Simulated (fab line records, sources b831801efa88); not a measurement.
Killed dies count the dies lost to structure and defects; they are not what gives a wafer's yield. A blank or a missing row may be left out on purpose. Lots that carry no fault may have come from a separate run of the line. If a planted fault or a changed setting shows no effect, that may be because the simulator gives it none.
Which tool was responsible?	flow sky130	12 lots with 36 wafers sampled at 3 steps, on a route of 708 steps

## WHAT EACH GAUGE READ, for each wafer
SKY_VT_ADJUST_NCORE_OVL_MEAS_08.
lot	measured	on	VT_ADJUST_NCORE_OVL (nm)
L872	day 8 12:36	overlay-02	0.7 -0.6 -0.5
L874	day 9 02:10	overlay-01	0.6 -0.3 -0.2
L877	day 9 23:21	overlay-02	0.6 1.3 1.1
L880	day 10 22:56	overlay-02	1.0 2.3 0.7
L881	day 11 09:47	overlay-02	-2.0 -0.1 -2.0
L882	day 11 11:52	overlay-01	-0.5 -1.4 -0.9
L883	day 11 21:04	overlay-01	0.4 0.7 -1.4
L885	day 12 06:15	overlay-01	3.6 1.9 1.5
L890	day 14 05:02	overlay-02	-0.4 0.2 0.9
L891	day 14 07:57	overlay-02	2.3 1.2 2.6
L893	day 16 00:38	overlay-02	0.7 0.4 2.1
L894	day 16 01:10	overlay-01	2.2 1.1 1.8

SKY_VT_ADJUST_HVTR_TW_MEAS_11.
lot	measured	on	VT_ADJUST_HVTR_TW
L872	day 9 09:53	filmMetro-03	209.9 209.2 208.8
L874	day 10 00:53	filmMetro-01	214.6 214.2 215.5
L877	day 10 22:10	filmMetro-01	214.7 214.3 215.4
L880	day 11 22:52	filmMetro-03	209.3 209.4 210.5
L881	day 12 09:54	filmMetro-01	215.8 216.2 217.2
L882	day 12 11:23	filmMetro-03	210.3 209.8 210.8
L883	day 12 21:28	filmMetro-04	210.6 211.2 211.1
L885	day 13 07:11	filmMetro-01	215.9 215.7 214.3
L890	day 15 07:25	filmMetro-01	215.8 215.8 216.1
L891	day 15 11:25	filmMetro-01	215.9 215.8 215.7
L893	day 17 03:47	filmMetro-03	210.6 212.3 210.3
L894	day 17 05:02	filmMetro-03	212.5 210.1 210.5

SKY_SONOS_TUNNEL_TW_MEAS_12.
lot	measured	on	SONOS_TUNNEL_TW
L872	day 11 06:28	filmMetro-01	203.2 202.2 202.2
L874	day 11 22:48	filmMetro-02	200.5 200.6 199.6
L877	day 12 22:10	filmMetro-01	202.4 202.1 201.4
L880	day 14 00:22	filmMetro-02	200.2 199.6 199.5
L881	day 14 12:01	filmMetro-01	201.2 201.8 201.0
L882	day 14 14:20	filmMetro-01	201.6 200.6 200.8
L883	day 15 00:35	filmMetro-02	200.5 200.7 200.9
L885	day 15 13:06	filmMetro-01	202.4 201.3 201.9
L890	day 17 14:37	filmMetro-03	197.7 196.7 197.3
L891	day 17 19:08	filmMetro-02	199.5 199.2 199.8
L893	day 19 16:18	filmMetro-01	202.6 202.5 202.3
L894	day 19 17:41	filmMetro-03	197.2 197.6 197.4

## EACH LOT AND THE TOOL THAT RAN IT (in order: tool; ch and the chambers of the sampled wafers; start)
Before these readings, the record contains no process step.

## AS READ BY THE TOOLS THEMSELVES (means over the sampled wafers that have a number; for cases with no such wafer, the mark the record gives instead)
The record holds no such reading with a usual standard deviation.

## THE ANSWER, worked out from the rows above alone
Rule: the lots themselves supply what counts as usual. Put in order of their means at a reading, lots are off if they are a third of the lots or fewer, leave a main group of 4 or more, and stand apart from it by a gap of 3 or more times the standard deviation of the main group's means; of several such gaps the widest counts. The tables above print the reading to a certain number of digits; a main group whose means all agree to those digits is not used. A lot without any number at a reading at which 4 lots or more have one is off too. All remaining lots with rows at the step are treated as sound. Order of review: gauges by route order, followed by the tools' own readings, for which a lot's mean as printed above is used. At the first step where some lot is off, the reading lying furthest off is the one used; lots without a number count as furthest.
No lot is off on any of the readings shown, so nothing can be concluded from this.

## WHAT WAS PUT IN BY THE SIMULATOR
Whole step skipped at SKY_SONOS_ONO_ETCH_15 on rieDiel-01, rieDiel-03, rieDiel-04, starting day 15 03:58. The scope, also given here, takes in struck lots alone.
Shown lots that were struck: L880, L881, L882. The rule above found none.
